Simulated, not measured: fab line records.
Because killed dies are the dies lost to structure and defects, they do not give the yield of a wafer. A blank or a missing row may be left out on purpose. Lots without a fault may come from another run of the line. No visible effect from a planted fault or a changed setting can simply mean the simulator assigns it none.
What tool caused it? + flow sky130 + 33 wafers from 11 lots sampled at 3 of the route's 708 steps

## WHAT THE GAUGES READ, wafer by wafer
SKY_VIA4_THK_MEAS_01.
| lot  | measured     | on            | VIA4_HDPCVD_THK (nm) |
|------|--------------|---------------|----------------------|
| L531 | day 41 21:12 | film metro-04 | 1736 1737 1712       |
| L535 | day 43 11:59 | film metro-04 | 1761 1743 1715       |
| L539 | day 44 16:40 | film metro-03 | 1734 1749 1734       |
| L541 | day 44 21:56 | film metro-02 | 1737 1754 1746       |
| L540 | day 44 23:38 | film metro-02 | 1750 1785 1730       |
| L543 | day 45 16:21 | film metro-03 | 1744 2178 1796       |
| L544 | day 45 17:54 | film metro-03 | 1748 1741 1739       |
| L545 | day 46 03:17 | film metro-03 | 1763 1778 2163       |
| L546 | day 46 05:47 | film metro-03 | 1739 1772 2155       |
| L548 | day 48 02:49 | film metro-03 | 1731 1788 1754       |
| L551 | day 48 06:27 | film metro-04 | 1752 1735 1755       |

## WHICH TOOL RAN EACH LOT (tool, then ch and the chambers of the sampled wafers, then the start)
| lot  | SKY_METAL3_METAL_ETCH_18          | SKY_VIA4_HDPCVD_00               |
|------|-----------------------------------|----------------------------------|
| L531 | rie metal-03 ch 0,1, day 38 15:38 | hdpcvd-01 ch 1,2, day 41 21:01   |
| L535 | rie metal-03 ch 0,1, day 40 07:28 | hdpcvd-02 ch 0,1,2, day 43 11:49 |
| L539 | rie metal-01 ch 0,1, day 41 15:32 | hdpcvd-02 ch 0,2, day 44 16:29   |
| L541 | rie metal-01 ch 0,1, day 41 19:53 | hdpcvd-01 ch 0,1,2, day 44 21:44 |
| L540 | rie metal-03 ch 0,1, day 41 23:11 | hdpcvd-02 ch 0,1,2, day 44 23:28 |
| L543 | rie metal-03 ch 0,1, day 42 17:33 | hdpcvd-02 ch 0,1,2, day 45 16:14 |
| L544 | rie metal-01 ch 0,1, day 42 19:17 | hdpcvd-01 ch 1,2, day 45 17:43   |
| L545 | rie metal-03 ch 0,1, day 43 04:07 | hdpcvd-02 ch 0,1,2, day 46 03:07 |
| L546 | rie metal-01 ch 1, day 43 07:29   | hdpcvd-02 ch 0,1,2, day 46 05:36 |
| L548 | rie metal-03 ch 0,1, day 45 10:07 | hdpcvd-01 ch 0,1,2, day 48 02:37 |
| L551 | rie metal-03 ch 0,1, day 45 12:47 | hdpcvd-01 ch 0,1,2, day 48 06:16 |
- SKY_METAL3_METAL_ETCH_18: etches the open film in Cl2/BCl3, stops on SiO2, target depth 845 nm, time 183.1 s.
- SKY_VIA4_HDPCVD_00: deposits SiO2, target thk 1750 nm, time 291.7 s.

## THE ANSWER, worked out from the rows above alone
Rule: what is usual is taken from the lots themselves. The widest of any qualifying gaps counts: lots, ordered by their means at a reading, are off when they make up no more than a third of the lots, leave a main group of 4 or more, and stand apart from it by 3 or more times the standard deviation of that group's means. Not used: any main group whose means are identical at the precision the tables above print for the reading. A lot without any number at a reading at which 4 lots or more have one is off too. The other lots that the step has rows for count as sound.
Off: L543, L545, L546, seen at SKY_VIA4_THK_MEAS_01 (VIA4_HDPCVD_THK). The main group has a mean of 1744 nm with a standard deviation of 8.7.
If a tool, at a process step before that reading, ran all the lots that are off and no sound lot after the first of them, it fits. Gauges at SKY_VIA4_THK_MEAS_01: tried the same way as those tools. One fits: SKY_VIA4_HDPCVD_00 on hdpcvd-02. A fault onset in the window from L540 (day 44 23:28, its last sound lot) to L543 (day 45 16:14, its first lot off) fits.

## WHAT HAD BEEN PUT IN BY THE SIMULATOR
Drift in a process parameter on hdpcvd-02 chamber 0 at SKY_VIA4_HDPCVD_00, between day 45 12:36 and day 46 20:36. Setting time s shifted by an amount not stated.
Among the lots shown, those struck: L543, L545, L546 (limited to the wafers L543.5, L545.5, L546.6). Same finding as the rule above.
